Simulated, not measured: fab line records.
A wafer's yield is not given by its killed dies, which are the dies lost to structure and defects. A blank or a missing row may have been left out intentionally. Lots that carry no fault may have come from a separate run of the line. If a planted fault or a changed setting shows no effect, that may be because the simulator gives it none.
Comparing a struck lot with a sound one -- flow gf180mcu -- 20 out of 602 route steps
Sound: these wafers, L379.2, L379.3, L379.4. Struck: wafer L388.2; the same lot's L388.4 was not struck, so it is left out; see the end for the cause.
For every step that has rows: the tool of each side, followed by ch and its chambers, followed by its first start. Under that, the readings that differ: sound wafers -- struck wafers -- difference of the means -- sigmas: that difference in standard deviations of wafers without a fault.
alike: same words and numbers on both sides, and readings whose means sit less than 2 such deviations apart. not compared: any withheld reading, any reading some wafer has no value for, any bound like >300 that may hide the same value, and any number with overlapping values for which the record gives no deviation.
The two part at a step that has a row with sigmas, a row that says differs or no value, or rows on one side only. Numbers that don't overlap but have no deviation are shown without sigmas and don't part them. Lack of a reading on every wafer of one side parts them only where that side has two or more wafers.

first, 1 step without rows for these wafers: GF_STI_DEVELOP_11 (develop time 60 s).
GF_STI_CD_MEAS_12: the cd target is 220 nm.
  sound on cd sem-01, day 3 03:26; struck on cd sem-02, day 5 02:08
reading,sound,struck,difference,sigmas
cd nm (nm),218.6 218.1 217.2,222.1,+4.1,+2
GF_STI_ETCH_13: etches the open film in CHF3/O2, stops on Si, target depth 282.31 nm, time 112.9 s.
  sound on rie diel-01 ch 0,1,3, day 3 03:32; struck on rie diel-02 ch 2, day 5 02:14
reading,sound,struck,difference,sigmas
drypump motor current A (A),6.1 5.0 5.6,6.4,+0.8,+2
  alike: oes product au, throttle valve pct
  not compared: rf hours counter h
GF_STI_ETCH_14: etches Si in HBr/Cl2/O2, target depth 360 nm, time 102.9 s.
  sound on rie si-02 ch 0,1,2, day 3 03:37; struck on rie si-02 ch 0, day 5 02:19
  alike: drypump motor current A, oes product au, throttle valve pct
  not compared: rf hours counter h
GF_STI_STRIP_15: strips in O2/N2.
  sound on plasma asher-02 ch 0,1, day 3 03:41; struck on plasma asher-02 ch 1, day 5 02:23
  alike: drypump motor current A, heater power w, n2 flow sccm, oes product au, strip time to endpoint s
  not compared: rf hours counter h
then, 6 steps without rows for these wafers: GF_STI_CLEAN_16 (cleans in dHF, time 25 s); GF_STI_WET_ETCH_17 (etches Si3N4 in H3PO4, target depth 45 nm, time 514 s); GF_STI_CLEAN_18 (cleans in SC1/SC2, time 150 s); GF_STI_CLEAN_19 (cleans in dHF, time 20 s); GF_STI_WET_ETCH_20 (etches SiO2 in dHF, target depth 20 nm, time 400 s); GF_STI_OXIDATION_21 (stabilise 600 s, purge 300 s, target thk 15 nm).
GF_STI_THK_MEAS_22:
  sound on film metro-03, day 3 06:26; struck on film metro-02, day 5 04:01
  alike: STI_OXIDATION_01_THK
GF_STI_CVD_23: deposits SiO2, target thk 650 nm, time 108.3 s.
  sound on hdpcvd-02 ch 0,1,2, day 3 06:29; struck on hdpcvd-02 ch 1, day 5 04:04
reading,sound,struck,difference,sigmas
model.SiO2_of_STI_CVD_23.thk nm (nm),649.6 656.4 660.4,294.8,-360.7,
GF_STI_THK_MEAS_24:
  sound on film metro-02, day 3 06:34; struck on film metro-01, day 5 04:08
reading,sound,struck,difference,sigmas
STI_CVD_23_THK (nm),650 656 660,295,-360,-51
GF_STI_CMP_25: polishes, stops on Si3N4, t overpolish 33 s, target thk 524.6 nm.
  sound on cmp-01 ch 1,2,3, day 3 06:37; struck on cmp-01 ch 0, day 5 04:11
reading,sound,struck,difference,sigmas
time to endpoint s (s),131 133 136,50,-83,-14
  alike: motor current A, platen rpm, retaining ring pressure frac
then, 2 steps without rows for these wafers: GF_STI_WET_ETCH_26 (etches SiO2 in dHF, target depth 94 nm, time 188 s); GF_STI_WET_ETCH_27 (etches Si3N4 in H3PO4, target depth 160 nm, time 1825 s).
GF_STI_WET_ETCH_28: etches SiO2 in dHF, target depth 20 nm, time 40 s.
  sound on wet bench-01 ch 2, day 3 07:30; struck on wet bench-04 ch 2, day 5 05:08
reading,sound,struck,difference,sigmas
model.SiO2_of_STI_CVD_23.thk nm (nm),404.3 402.1 404.6,173.6,-230.1,
then, 1 step without rows for these wafers: GF_STI_OXIDATION_29 (stabilise 600 s, purge 300 s, target thk 10 nm).
-- the record jumps here: 28 days lie between the struck wafers' starts before and after (it left off in module STI and takes up again in module PASSIVATION, whose first step shown is number 602 of the route) --
GF_PASSIVATION_PROBE_99:
  only the struck wafers here have rows in the record (prober-02, day 32 22:49); the sound ones have none

## WHERE THEY PART
Earliest at GF_STI_CD_MEAS_12; latest, in this record, at GF_PASSIVATION_PROBE_99.

WHY: what the simulator had put in
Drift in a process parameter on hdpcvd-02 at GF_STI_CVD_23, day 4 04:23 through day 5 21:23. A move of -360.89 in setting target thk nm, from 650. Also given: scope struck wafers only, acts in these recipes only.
